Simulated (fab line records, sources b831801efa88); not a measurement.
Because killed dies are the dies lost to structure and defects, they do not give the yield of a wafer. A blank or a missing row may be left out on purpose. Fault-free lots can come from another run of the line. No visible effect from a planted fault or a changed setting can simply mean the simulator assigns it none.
Comparing a struck lot with a sound one || flow sky130 || 43 out of 708 route steps
Sound: wafers L713.3, L713.4, L713.6. Struck: wafers L734.1, L734.4 (left out: L734.5, a lot-mate that was not struck); the cause follows at the end.
At each step with rows: each side's tool, then ch and its chambers, then its first start. Under that, the readings that differ: sound wafers || struck wafers || difference of the means || sigmas: that difference in standard deviations of wafers without a fault.
alike: readings whose means differ by less than 2 such deviations, and words and numbers that are the same on both sides. not compared: withheld readings, readings that some wafer has no value for, bounds like >300 that may hide the same value, and numbers for which the record gives no deviation and whose values overlap.
The two part at a step that has a row with sigmas, a row that says differs or no value, or rows on one side only. Numbers that have no deviation but don't overlap get no sigmas and don't part them. Lack of a reading on every wafer of one side parts them only where that side has two or more wafers.

first, 8 steps without rows for these wafers: SKY_METAL1_DEHYDRATE_07 (time 60 s); SKY_METAL1_HMDS_08 (prime time 60 s); SKY_METAL1_COAT_09 (resist thk 60 nm); SKY_METAL1_COAT_10 (resist thk 450 nm); SKY_METAL1_SOFTBAKE_11 (time 90 s); SKY_METAL1_EXPOSE_12 (exposes mask MM1, target cd 140 nm); SKY_METAL1_PEB_13; SKY_METAL1_DEVELOP_14 (develop time 60 s).
SKY_METAL1_CD_MEAS_15: target cd 140 nm.
  sound on cd-sem-01 at day 32 14:27; struck on cd-sem-02 at day 39 02:24
  alike: cd-nm
SKY_METAL1_OVL_MEAS_16:
  sound on overlay-02 at day 32 14:34; struck on overlay-01 at day 39 02:31
  alike: METAL1_OVL
then, 1 step without rows for these wafers: SKY_METAL1_DESCUM_17 (chemistry O2, time 8 s).
SKY_METAL1_ETCH_18: etches BARC in N2/H2, stops on SiO2, time 45.9 s, target depth 60 nm.
  sound on rie-metal-01 ch 0, day 32 14:41; struck on rie-metal-04 ch 1, day 39 02:35
  alike: drypump-motor-current-A, oes-product-au, throttle-valve-pct
  not compared: rf-hours-counter-h
SKY_METAL1_METAL_ETCH_19: etches the open film in Cl2/BCl3, stops on SiO2, target depth 360 nm, time 78 s.
  sound on rie-metal-01 ch 0, day 32 14:50; struck on rie-metal-04 ch 1, day 39 02:39
  alike: drypump-motor-current-A, oes-product-au, throttle-valve-pct
  not compared: rf-hours-counter-h
SKY_METAL1_STRIP_20: strips in O2/N2.
  sound on plasma-asher-03 ch 0,1, day 32 14:59; struck on plasma-asher-03 ch 0, day 39 02:44
  alike: drypump-motor-current-A, oes-product-au, strip-time-to-endpoint-s
  not compared: rf-hours-counter-h
then, 4 steps without rows for these wafers: SKY_METAL1_STRIP_21 (strips in post etch residue remover, time 1200 s); SKY_METAL1_CLEAN_22 (cleans in IPA, time 180 s); SKY_METAL1_CLEAN_23 (cleans in O3/DIW); SKY_VIA1_HDPCVD_00 (deposits SiO2, target thk 1030 nm, time 171.7 s).
SKY_VIA1_THK_MEAS_01:
  sound on film-metro-01 at day 32 15:41; struck on film-metro-01 at day 39 03:31
  alike: VIA1_HDPCVD_THK
SKY_VIA1_CMP_02: polishes SiO2.
  sound on cmp-02 ch 1,2,3, day 32 15:47; struck on cmp-01 ch 1,2, day 39 03:40
  alike: motor-current-A, retaining-ring-pressure-frac
SKY_VIA1_BOW_MEAS_03:
  sound on film-metro-01 at day 32 16:04; struck on film-metro-04 at day 39 03:52
  alike: VIA1_BOW
then, 8 steps without rows for these wafers: SKY_VIA1_DEHYDRATE_04 (time 60 s); SKY_VIA1_HMDS_05 (prime time 60 s); SKY_VIA1_COAT_06 (resist thk 60 nm); SKY_VIA1_COAT_07 (resist thk 450 nm); SKY_VIA1_SOFTBAKE_08 (time 90 s); SKY_VIA1_EXPOSE_09 (exposes mask VIM, target cd 150 nm); SKY_VIA1_PEB_10; SKY_VIA1_DEVELOP_11 (develop time 60 s).
SKY_VIA1_CD_MEAS_12: target cd 150 nm.
  sound on cd-sem-02 at day 33 18:10; struck on cd-sem-02 at day 40 04:49
  alike: cd-nm
SKY_VIA1_OVL_MEAS_13:
  sound on overlay-01 at day 33 18:16; struck on overlay-02 at day 40 04:56
  alike: VIA1_OVL
then, 1 step without rows for these wafers: SKY_VIA1_ETCH_14 (etches BARC in N2/H2, stops on SiO2, time 45.9 s, target depth 60 nm).
SKY_VIA1_ETCH_15: etches SiO2 in C4F8/O2/Ar, stops on TiN, target depth 351 nm, time 54 s.
  sound on rie-diel-02 ch 0,1, day 33 18:20; struck on rie-diel-02 ch 2, day 40 05:01
  alike: oes-product-au
  not compared: rf-hours-counter-h
then, 5 steps without rows for these wafers: SKY_VIA1_STRIP_16 (strips in O2/N2); SKY_VIA1_STRIP_17 (strips in post etch residue remover, time 1200 s); SKY_VIA1_CLEAN_18 (cleans in IPA, time 180 s); SKY_VIA1_CLEAN_19 (cleans in O3/DIW); SKY_VIA1_SPUTTER_20 (material TiN, target thk 20 nm, time 80 s).
SKY_VIA1_CVD_21: deposits W, target thk 270 nm, time 80.902 s.
  sound on cvd-w-01 ch 0,1, day 33 19:06; struck on cvd-w-01 ch 1, day 40 05:43
  alike: heater-power-w
  not compared: since-wet-clean-h
SKY_VIA1_RS_MEAS_22: uses a four-point probe to measure.
  sound on film-metro-04 at day 33 19:12; struck on film-metro-01 at day 40 05:49
  alike: VIA1_W_RS
SKY_VIA1_THK_MEAS_23: measures by xrf.
  sound on film-metro-04 at day 33 19:18; struck on film-metro-01 at day 40 05:56
  alike: VIA1_W_THK
then, 1 step without rows for these wafers: SKY_VIA1_CMP_24 (polishes, stops on SiO2, t overpolish 15 s, target thk 0 nm).
-- the record jumps here: 10 days lie between the struck wafers' starts before and after (it left off in module VIA1 and takes up again in module PAD_OPEN, whose first step shown is number 708 of the route) --
SKY_PAD_OPEN_PROBE_99:
  sound on prober-01 at day 45 13:43; struck on prober-02 at day 50 09:01
{"reading": "hold", "sound": "- - -", "struck": "await-dispo/3.2h/release await-dispo/3.2h/release", "difference": "no value on the sound wafers", "sigmas": ""}
{"reading": "defect-limited-yield (%)", "sound": "82.5 83.7 86.2", "struck": "77.0 74.2", "difference": -8.5, "sigmas": -4}
{"reading": "killed_at_M0_to_M3", "sound": "45 40 34", "struck": "73 89", "difference": "+41", "sigmas": "+6"}
{"reading": "killed-dies", "sound": "86 80 68", "struck": "113 127", "difference": "+42", "sigmas": "+4"}
{"reading": "sort_bin_5_function (%)", "sound": "9.1 8.7 8.1", "struck": "15.7 17.5", "difference": "+8.0", "sigmas": "+5"}
{"reading": "sort-n-pass", "sound": "406 412 424", "struck": "379 365", "difference": -42, "sigmas": -4}
{"reading": "sort-yield-pct (%)", "sound": "82.5 83.7 86.2", "struck": "77.0 74.2", "difference": -8.5, "sigmas": -4}
{"reading": "model.etest.tester.sort-n-pass", "sound": "406 412 424", "struck": "379 365", "difference": -42, "sigmas": ""}
{"reading": "model.etest.tester.sort-yield-pct (%)", "sound": "82.52 83.74 86.18", "struck": "77.03 74.19", "difference": -8.54, "sigmas": ""}
{"reading": "model.etest.tester.sort_bin_5_pct (%)", "sound": "9.146 8.74 8.13", "struck": "15.65 17.48", "difference": "+7.89", "sigmas": ""}
  alike: killed_at_M4_up, killed-at-contacts, killed-at-front-end, killed-at-other, killed-open, killed-short, sort_bin_3_pad_short, sort_bin_6_memory
  not compared: model.etest.tester.sort_bin_3_pct

## WHERE THEY PART
Only at SKY_PAD_OPEN_PROBE_99, as far as this record shows.

WHY: what had been put in by the simulator
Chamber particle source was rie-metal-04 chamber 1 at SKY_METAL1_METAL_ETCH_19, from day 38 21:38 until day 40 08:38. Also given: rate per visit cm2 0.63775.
